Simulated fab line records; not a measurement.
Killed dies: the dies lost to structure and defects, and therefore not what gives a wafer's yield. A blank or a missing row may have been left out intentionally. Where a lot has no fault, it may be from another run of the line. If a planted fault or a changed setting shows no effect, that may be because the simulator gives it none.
Which of the tools did it? || flow sky130 || 12 lots, 34 wafers sampled, at 5 steps of a route of 708

## WHAT EACH GAUGE READ, for each wafer
SKY_LDD_HVN_OVL_MEAS_07. Usual: LDD_HVN_OVL typically reads 0.6 nm, with standard deviation 1.5.
{"lot": "L275", "measured": "day 21 03:12", "on": "overlay-01", "LDD_HVN_OVL (nm)": "-0.1 1.1 0.2", "flag": ""}
{"lot": "L278", "measured": "day 21 10:26", "on": "overlay-01", "LDD_HVN_OVL (nm)": "-1.2 -0.4 -0.3", "flag": ""}
{"lot": "L280", "measured": "day 21 19:31", "on": "overlay-02", "LDD_HVN_OVL (nm)": "2.0 1.2 0.6", "flag": ""}
{"lot": "L279", "measured": "day 21 21:07", "on": "overlay-02", "LDD_HVN_OVL (nm)": "1.4 0.6 3.0", "flag": ""}
{"lot": "L283", "measured": "day 23 12:30", "on": "overlay-02", "LDD_HVN_OVL (nm)": "1.8 2.8 0.2", "flag": ""}
{"lot": "L284", "measured": "day 24 01:19", "on": "overlay-01", "LDD_HVN_OVL (nm)": "-0.2 -0.4 -1.9", "flag": ""}
{"lot": "L285", "measured": "day 24 11:57", "on": "overlay-02", "LDD_HVN_OVL (nm)": "-0.1 -1.0 0.7", "flag": ""}
{"lot": "L287", "measured": "day 24 20:41", "on": "overlay-02", "LDD_HVN_OVL (nm)": "1.4 -0.5 1.0", "flag": ""}
{"lot": "L288", "measured": "day 24 22:32", "on": "overlay-01", "LDD_HVN_OVL (nm)": "1.1 1.1 3.0", "flag": ""}
{"lot": "L291", "measured": "day 26 00:22", "on": "overlay-01", "LDD_HVN_OVL (nm)": "-1.1 -0.3", "flag": ""}
{"lot": "L294", "measured": "day 27 00:16", "on": "overlay-02", "LDD_HVN_OVL (nm)": "1.2 2.2", "flag": ""}
{"lot": "L298", "measured": "day 28 03:46", "on": "overlay-01", "LDD_HVN_OVL (nm)": "-0.5 2.0 0.1", "flag": ""}

SKY_SD_N_TW_MEAS_12. Usual: SD_N_TW typically reads 3994, with standard deviation 19.
{"lot": "L275", "measured": "day 28 16:11", "on": "film_metro-04", "SD_N_TW": "3942 3965 3984", "flag": ""}
{"lot": "L278", "measured": "day 28 23:14", "on": "film_metro-03", "SD_N_TW": "3992 3980 3987", "flag": ""}
{"lot": "L280", "measured": "day 29 07:52", "on": "film_metro-03", "SD_N_TW": "4013 3999 4015", "flag": ""}
{"lot": "L279", "measured": "day 29 11:59", "on": "film_metro-04", "SD_N_TW": "3953 3984 3967", "flag": ""}
{"lot": "L283", "measured": "day 30 23:00", "on": "film_metro-03", "SD_N_TW": "3968 3996 4000", "flag": ""}
{"lot": "L284", "measured": "day 31 10:04", "on": "film_metro-04", "SD_N_TW": "3987 4008 3991", "flag": ""}
{"lot": "L285", "measured": "day 31 21:03", "on": "film_metro-04", "SD_N_TW": "4015 4030 4018", "flag": ""}
{"lot": "L287", "measured": "day 32 05:39", "on": "film_metro-01", "SD_N_TW": "4044 4012 4018", "flag": ""}
{"lot": "L288", "measured": "day 32 07:31", "on": "film_metro-04", "SD_N_TW": "3987 3988 3990", "flag": ""}
{"lot": "L291", "measured": "day 33 06:28", "on": "film_metro-01", "SD_N_TW": "4019 4029", "flag": ""}
{"lot": "L294", "measured": "day 34 02:54", "on": "film_metro-03", "SD_N_TW": "3995 4000", "flag": ""}
{"lot": "L298", "measured": "day 35 03:25", "on": "film_metro-04", "SD_N_TW": "4015 3983 4006", "flag": ""}

SKY_VIA1_CD_MEAS_12: the cd target is 150 nm. Usual: 150.7 nm for cd_nm, sd 1.5.
{"lot": "L275", "measured": "day 34 16:56", "on": "cd_sem-02", "cd_nm (nm)": "148.2 147.3 149.1", "flag": ""}
{"lot": "L278", "measured": "day 35 00:59", "on": "cd_sem-01", "cd_nm (nm)": "148.2 149.2 149.3", "flag": ""}
{"lot": "L280", "measured": "day 35 07:23", "on": "cd_sem-02", "cd_nm (nm)": "150.9 150.0 149.1", "flag": ""}
{"lot": "L279", "measured": "day 35 11:50", "on": "cd_sem-01", "cd_nm (nm)": "149.8 149.7 151.0", "flag": ""}
{"lot": "L283", "measured": "day 36 18:44", "on": "cd_sem-02", "cd_nm (nm)": "150.2 150.2 150.0", "flag": ""}
{"lot": "L284", "measured": "day 37 04:53", "on": "cd_sem-02", "cd_nm (nm)": "151.7 152.1 152.4", "flag": ""}
{"lot": "L285", "measured": "day 37 16:08", "on": "cd_sem-02", "cd_nm (nm)": "146.1 149.4 146.6", "flag": ""}
{"lot": "L287", "measured": "day 37 23:12", "on": "cd_sem-02", "cd_nm (nm)": "152.5 152.1 153.9", "flag": ""}
{"lot": "L288", "measured": "day 38 00:36", "on": "cd_sem-01", "cd_nm (nm)": "151.2 152.4 151.5", "flag": ""}
{"lot": "L291", "measured": "day 38 23:50", "on": "cd_sem-01", "cd_nm (nm)": "37.3 151.3", "flag": "OFF"}
{"lot": "L294", "measured": "day 39 22:01", "on": "cd_sem-01", "cd_nm (nm)": "32.9 150.1", "flag": "OFF"}
{"lot": "L298", "measured": "day 40 16:09", "on": "cd_sem-02", "cd_nm (nm)": "149.8 149.9 150.0", "flag": ""}

## TOOL THAT RAN EACH LOT (tool first, then ch and the chambers of the sampled wafers, then the start)
{"lot": "L275", "SKY_POLY_CUT_ETCH_10": "rie_diel-04 ch 2,3, day 24 23:38", "SKY_VIA1_EXPOSE_09": "krf_scanner-01 ch 0, day 34 04:45"}
{"lot": "L278", "SKY_POLY_CUT_ETCH_10": "rie_diel-02 ch 0,2,3, day 25 08:00", "SKY_VIA1_EXPOSE_09": "krf_scanner-02 ch 0, day 34 11:47"}
{"lot": "L280", "SKY_POLY_CUT_ETCH_10": "rie_diel-02 ch 0,2,3, day 25 16:51", "SKY_VIA1_EXPOSE_09": "krf_scanner-01 ch 0, day 34 18:07"}
{"lot": "L279", "SKY_POLY_CUT_ETCH_10": "rie_diel-02 ch 0,1,2, day 25 20:17", "SKY_VIA1_EXPOSE_09": "krf_scanner-02 ch 0, day 34 22:24"}
{"lot": "L283", "SKY_POLY_CUT_ETCH_10": "rie_diel-02 ch 1,2, day 27 08:05", "SKY_VIA1_EXPOSE_09": "krf_scanner-01 ch 0, day 36 06:33"}
{"lot": "L284", "SKY_POLY_CUT_ETCH_10": "rie_diel-02 ch 1,2, day 27 18:51", "SKY_VIA1_EXPOSE_09": "krf_scanner-02 ch 0, day 36 17:07"}
{"lot": "L285", "SKY_POLY_CUT_ETCH_10": "rie_diel-02 ch 0,1,3, day 28 08:12", "SKY_VIA1_EXPOSE_09": "krf_scanner-01 ch 0, day 37 03:34"}
{"lot": "L287", "SKY_POLY_CUT_ETCH_10": "rie_diel-02 ch 0,1,3, day 28 15:59", "SKY_VIA1_EXPOSE_09": "krf_scanner-01 ch 0, day 37 10:45"}
{"lot": "L288", "SKY_POLY_CUT_ETCH_10": "rie_diel-02 ch 1,2,3, day 28 17:35", "SKY_VIA1_EXPOSE_09": "krf_scanner-02 ch 0, day 37 12:32"}
{"lot": "L291", "SKY_POLY_CUT_ETCH_10": "rie_diel-04 ch 1,2, day 29 18:17", "SKY_VIA1_EXPOSE_09": "krf_scanner-01 ch 0, day 38 11:05"}
{"lot": "L294", "SKY_POLY_CUT_ETCH_10": "rie_diel-04 ch 0,1, day 30 16:25", "SKY_VIA1_EXPOSE_09": "krf_scanner-01 ch 0, day 39 09:23"}
{"lot": "L298", "SKY_POLY_CUT_ETCH_10": "rie_diel-02 ch 0,3, day 31 18:50", "SKY_VIA1_EXPOSE_09": "krf_scanner-02 ch 0, day 40 03:55"}
- SKY_POLY_CUT_ETCH_10: etches BARC in N2/H2, stops on SiO2, time 45.9 s, target depth 60 nm.
- SKY_VIA1_EXPOSE_09: exposes mask VIM, target cd 150 nm.

## AS READ BY THE TOOLS THEMSELVES (means over the sampled wafers that have a number; for cases with no such wafer, the mark the record gives instead)
SKY_POLY_CUT_ETCH_10. Usual: drypump_motor_current_A 5.9 A, standard deviation 0.4; oes_product_au 0.855 a.u., standard deviation 0.0044; throttle_valve_pct 13.226 %, standard deviation 0.0088.
{"lot": "L275", "tool": "rie_diel-04", "drypump_motor_current_A (A)": 5.4, "oes_product_au (a.u.)": 0.857, "throttle_valve_pct (%)": 13.229, "flag": ""}
{"lot": "L278", "tool": "rie_diel-02", "drypump_motor_current_A (A)": 5.8, "oes_product_au (a.u.)": 0.851, "throttle_valve_pct (%)": 13.231, "flag": ""}
{"lot": "L280", "tool": "rie_diel-02", "drypump_motor_current_A (A)": 5.9, "oes_product_au (a.u.)": 0.851, "throttle_valve_pct (%)": 13.229, "flag": ""}
{"lot": "L279", "tool": "rie_diel-02", "drypump_motor_current_A (A)": 5.8, "oes_product_au (a.u.)": 0.850, "throttle_valve_pct (%)": 13.213, "flag": ""}
{"lot": "L283", "tool": "rie_diel-02", "drypump_motor_current_A (A)": 5.7, "oes_product_au (a.u.)": 0.854, "throttle_valve_pct (%)": 13.223, "flag": ""}
{"lot": "L284", "tool": "rie_diel-02", "drypump_motor_current_A (A)": 5.7, "oes_product_au (a.u.)": 0.857, "throttle_valve_pct (%)": 13.223, "flag": ""}
{"lot": "L285", "tool": "rie_diel-02", "drypump_motor_current_A (A)": 6.0, "oes_product_au (a.u.)": 0.855, "throttle_valve_pct (%)": 13.219, "flag": ""}
{"lot": "L287", "tool": "rie_diel-02", "drypump_motor_current_A (A)": 6.0, "oes_product_au (a.u.)": 0.854, "throttle_valve_pct (%)": 13.230, "flag": ""}
{"lot": "L288", "tool": "rie_diel-02", "drypump_motor_current_A (A)": 5.8, "oes_product_au (a.u.)": 0.858, "throttle_valve_pct (%)": 13.230, "flag": ""}
{"lot": "L291", "tool": "rie_diel-04", "drypump_motor_current_A (A)": 6.1, "oes_product_au (a.u.)": 0.857, "throttle_valve_pct (%)": 13.226, "flag": ""}
{"lot": "L294", "tool": "rie_diel-04", "drypump_motor_current_A (A)": 6.3, "oes_product_au (a.u.)": 0.861, "throttle_valve_pct (%)": 13.229, "flag": ""}
{"lot": "L298", "tool": "rie_diel-02", "drypump_motor_current_A (A)": 6.0, "oes_product_au (a.u.)": 0.856, "throttle_valve_pct (%)": 13.232, "flag": ""}

## THE ANSWER, worked out from the rows above alone
Rule: take the mean of a lot's wafers that have a number; if it is more than 3 standard deviations from the usual mean, the lot is off. A lot without any number at a reading at which 4 lots or more have one is off too. The other lots that the step has rows for count as sound. After the gauges, taken in route order, come the tools' own readings; for these a lot's mean is taken, as printed above. At the first step where some lot is off, the reading lying furthest off is the one used; lots without a number count as furthest.
Off: L291, L294, at SKY_VIA1_CD_MEAS_12 (cd_nm).
If a tool, at a process step before that reading, ran all the lots that are off and no sound lot after the first of them, it fits. Gauges at SKY_VIA1_CD_MEAS_12: tried the same way as those tools. Can't be told from this: 3 tools fit, rie_diel-04 at SKY_POLY_CUT_ETCH_10, krf_scanner-01 at SKY_VIA1_EXPOSE_09, cd_sem-01 at SKY_VIA1_CD_MEAS_12.

## WHAT WAS PUT IN BY THE SIMULATOR
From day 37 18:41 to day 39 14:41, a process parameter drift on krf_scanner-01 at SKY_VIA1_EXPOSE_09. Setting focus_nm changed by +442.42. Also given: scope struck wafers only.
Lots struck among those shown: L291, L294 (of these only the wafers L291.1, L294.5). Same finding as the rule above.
